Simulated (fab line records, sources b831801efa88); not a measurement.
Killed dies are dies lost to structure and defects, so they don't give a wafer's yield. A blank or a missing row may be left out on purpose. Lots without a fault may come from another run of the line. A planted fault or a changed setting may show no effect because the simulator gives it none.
Which tool did it? | flow gf180mcu | 13 lots, 39 wafers sampled, at 5 steps of a route of 602

WHAT THE GAUGES READ, wafer by wafer
GF_STI_THK_MEAS_24.
lot  | measured    | on            | STI_CVD_23_THK (nm)
L120 | day 2 04:17 | film_metro-04 | 646 646 646
L121 | day 2 09:10 | film_metro-03 | 640 644 633
L123 | day 2 21:44 | film_metro-01 | 636 652 641
L127 | day 3 17:56 | film_metro-01 | 653 659 655
L128 | day 3 20:35 | film_metro-03 | 638 634 640
L130 | day 4 06:46 | film_metro-04 | 655 652 654
L133 | day 4 23:11 | film_metro-03 | 644 653 653
L134 | day 5 05:56 | film_metro-03 | 644 647 644
L136 | day 5 15:56 | film_metro-01 | 650 647 649
L138 | day 6 00:16 | film_metro-03 | 649 652 650
L141 | day 6 15:47 | film_metro-01 | 639 647 643
L142 | day 6 23:35 | film_metro-04 | 643 650 645
L143 | day 7 03:11 | film_metro-03 | 649 655 650

GF_VT_IMPLANT_OVL_MEAS_18.
lot  | measured     | on         | VT_IMPLANT_01_OVL (nm)
L120 | day 6 08:05  | overlay-01 | -0.7 -0.4 0.3
L121 | day 6 12:41  | overlay-02 | -0.9 0.4 -2.1
L123 | day 7 07:53  | overlay-02 | 0.7 -1.1 -1.3
L127 | day 8 04:17  | overlay-01 | -0.9 0.8 0.5
L128 | day 8 09:02  | overlay-02 | -0.4 -0.9 0.6
L130 | day 8 22:50  | overlay-02 | -0.9 0.8 -0.7
L133 | day 9 20:03  | overlay-02 | 0.1 -0.5 0.1
L134 | day 10 02:56 | overlay-01 | -1.7 -1.7 -1.5
L136 | day 10 15:50 | overlay-02 | -0.3 -1.6 0.5
L138 | day 11 02:23 | overlay-01 | -0.1 1.9 2.8
L141 | day 11 21:53 | overlay-01 | 0.7 0.5 0.0
L142 | day 12 06:48 | overlay-02 | -0.1 0.8 0.4
L143 | day 12 11:07 | overlay-01 | 0.9 -0.2 0.5

GF_VT_IMPLANT_TW_MEAS_43.
lot  | measured     | on            | VT_IMPLANT_4_TW
L120 | day 7 16:37  | film_metro-02 | 687 690 686
L121 | day 7 20:23  | film_metro-04 | 697 697 700
L123 | day 8 17:37  | film_metro-02 | 691 691 690
L127 | day 9 16:02  | film_metro-03 | 667 669 671
L128 | day 9 19:47  | film_metro-02 | 689 682 690
L130 | day 10 10:40 | film_metro-02 | 669 672 670
L133 | day 11 09:36 | film_metro-04 | 694 695 691
L134 | day 11 17:07 | film_metro-04 | 695 693 690
L136 | day 12 05:41 | film_metro-04 | 692 695 693
L138 | day 12 17:55 | film_metro-02 | 688 694 690
L141 | day 13 13:53 | film_metro-02 | 691 693 692
L142 | day 13 23:53 | film_metro-03 | 691 690 690
L143 | day 14 04:34 | film_metro-02 | 692 689 692

WHICH TOOL RAN EACH LOT (tool, then ch and the chambers of the sampled wafers, then the start)
lot  | GF_VT_IMPLANT_STRIP_20               | GF_VT_IMPLANT_IMPLANT_41
L120 | plasma_asher-03 ch 0,1, day 6 08:16  | implanter-02 ch 0, day 7 16:23
L121 | plasma_asher-03 ch 0,1, day 6 12:52  | implanter-01 ch 0, day 7 20:09
L123 | plasma_asher-04 ch 0,1, day 7 08:05  | implanter-02 ch 0, day 8 17:22
L127 | plasma_asher-01 ch 0,1, day 8 04:29  | implanter-02 ch 0, day 9 15:47
L128 | plasma_asher-04 ch 1, day 8 09:13    | implanter-01 ch 0, day 9 19:32
L130 | plasma_asher-04 ch 1, day 8 23:01    | implanter-02 ch 0, day 10 10:25
L133 | plasma_asher-04 ch 0,1, day 9 20:15  | implanter-01 ch 0, day 11 09:23
L134 | plasma_asher-01 ch 0,1, day 10 03:08 | implanter-01 ch 0, day 11 16:52
L136 | plasma_asher-04 ch 0,1, day 10 16:03 | implanter-03 ch 0, day 12 05:28
L138 | plasma_asher-03 ch 0,1, day 11 02:35 | implanter-01 ch 0, day 12 17:40
L141 | plasma_asher-04 ch 0,1, day 11 22:06 | implanter-03 ch 0, day 13 13:40
L142 | plasma_asher-01 ch 0,1, day 12 07:01 | implanter-01 ch 0, day 13 23:40
L143 | plasma_asher-03 ch 0,1, day 12 11:18 | implanter-02 ch 0, day 14 04:19
- GF_VT_IMPLANT_STRIP_20: strips in O2/N2.
- GF_VT_IMPLANT_IMPLANT_41

WHAT THE TOOLS THEMSELVES READ (means of the sampled wafers that have a number; where no wafer has one, the mark that the record gives instead)
GF_VT_IMPLANT_STRIP_20.
lot  | tool            | drypump_motor_current_A (A) | heater_power_w (W) | n2_flow_sccm (sccm) | oes_product_au (a.u.) | strip_time_to_endpoint_s (s)
L120 | plasma_asher-03 | 5.3                         | 312                | 299.8               | 0.719                 | 12.70
L121 | plasma_asher-03 | 5.4                         | 305                | 299.2               | 0.715                 | 12.64
L123 | plasma_asher-04 | 5.9                         | 332                | 300.1               | 0.712                 | 12.66
L127 | plasma_asher-01 | 5.7                         | 344                | 300.1               | 0.719                 | 12.59
L128 | plasma_asher-04 | 6.2                         | 318                | 300.4               | 0.713                 | 12.63
L130 | plasma_asher-04 | 6.2                         | 322                | 300.1               | 0.711                 | 12.58
L133 | plasma_asher-04 | 5.6                         | 344                | 299.8               | 0.714                 | 12.59
L134 | plasma_asher-01 | 5.7                         | 327                | 300.8               | 0.716                 | 12.63
L136 | plasma_asher-04 | 5.6                         | 347                | 300.7               | 0.719                 | 12.57
L138 | plasma_asher-03 | 5.3                         | 308                | 299.9               | 0.718                 | 12.61
L141 | plasma_asher-04 | 5.9                         | 332                | 300.4               | 0.719                 | 12.61
L142 | plasma_asher-01 | 5.7                         | 320                | 300.3               | 0.716                 | 12.64
L143 | plasma_asher-03 | 5.4                         | 308                | 300.3               | 0.714                 | 12.60

GF_VT_IMPLANT_IMPLANT_41.
lot  | tool         | dose_ions_cm2 | end_station_pressure_torr (Torr) | faraday_current_uA
L120 | implanter-02 | 1.013e+12     | 5.37e-06                         | 5.73
L121 | implanter-01 | 1.012e+12     | 4.97e-06                         | 5.71
L123 | implanter-02 | 1.012e+12     | 5.17e-06                         | 5.68
L127 | implanter-02 | 9.068e+11     | 5.27e-06                         | 5.10
L128 | implanter-01 | 1.014e+12     | 5.26e-06                         | 5.64
L130 | implanter-02 | 9.076e+11     | 5.18e-06                         | 5.13
L133 | implanter-01 | 1.013e+12     | 5.06e-06                         | 5.81
L134 | implanter-01 | 1.012e+12     | 5.04e-06                         | 5.78
L136 | implanter-03 | 1.012e+12     | 5.00e-06                         | 5.72
L138 | implanter-01 | 1.013e+12     | 5.08e-06                         | 5.77
L141 | implanter-03 | 1.013e+12     | 5.20e-06                         | 5.82
L142 | implanter-01 | 1.012e+12     | 4.86e-06                         | 5.72
L143 | implanter-02 | 1.013e+12     | 5.13e-06                         | 5.64

THE ANSWER, worked out from the rows above alone
Rule: what is usual is taken from the lots themselves. Put in order of their means at a reading, lots are off if they are a third of the lots or fewer, leave a main group of 4 or more, and stand apart from it by a gap of 3 or more times the standard deviation of the main group's means; of several such gaps the widest counts. A main group whose means are all the same, to the digits that the tables above print for the reading, isn't used. A lot without any number at a reading at which 4 lots or more have one is off too. The other lots that the step has rows for count as sound. The gauges are gone through in route order, then the tools' own readings, and for those a lot's mean is taken as printed above. The first step at which some lot is off is used, and at that step the reading that is off furthest; a lot without a number counts as furthest.
Off: L127, L130, at GF_VT_IMPLANT_TW_MEAS_43 (VT_IMPLANT_4_TW). The main group: mean 692, standard deviation 2.8.
A tool fits if, at a process step before that reading, it ran every lot that is off, and no sound lot after the first of them. The gauges at GF_VT_IMPLANT_TW_MEAS_43 aren't tried: what is off there is off at GF_VT_IMPLANT_IMPLANT_41 too, on other tools, and a gauge's error can't cause that. None of those tried fits.

WHAT THE SIMULATOR HAD PUT IN
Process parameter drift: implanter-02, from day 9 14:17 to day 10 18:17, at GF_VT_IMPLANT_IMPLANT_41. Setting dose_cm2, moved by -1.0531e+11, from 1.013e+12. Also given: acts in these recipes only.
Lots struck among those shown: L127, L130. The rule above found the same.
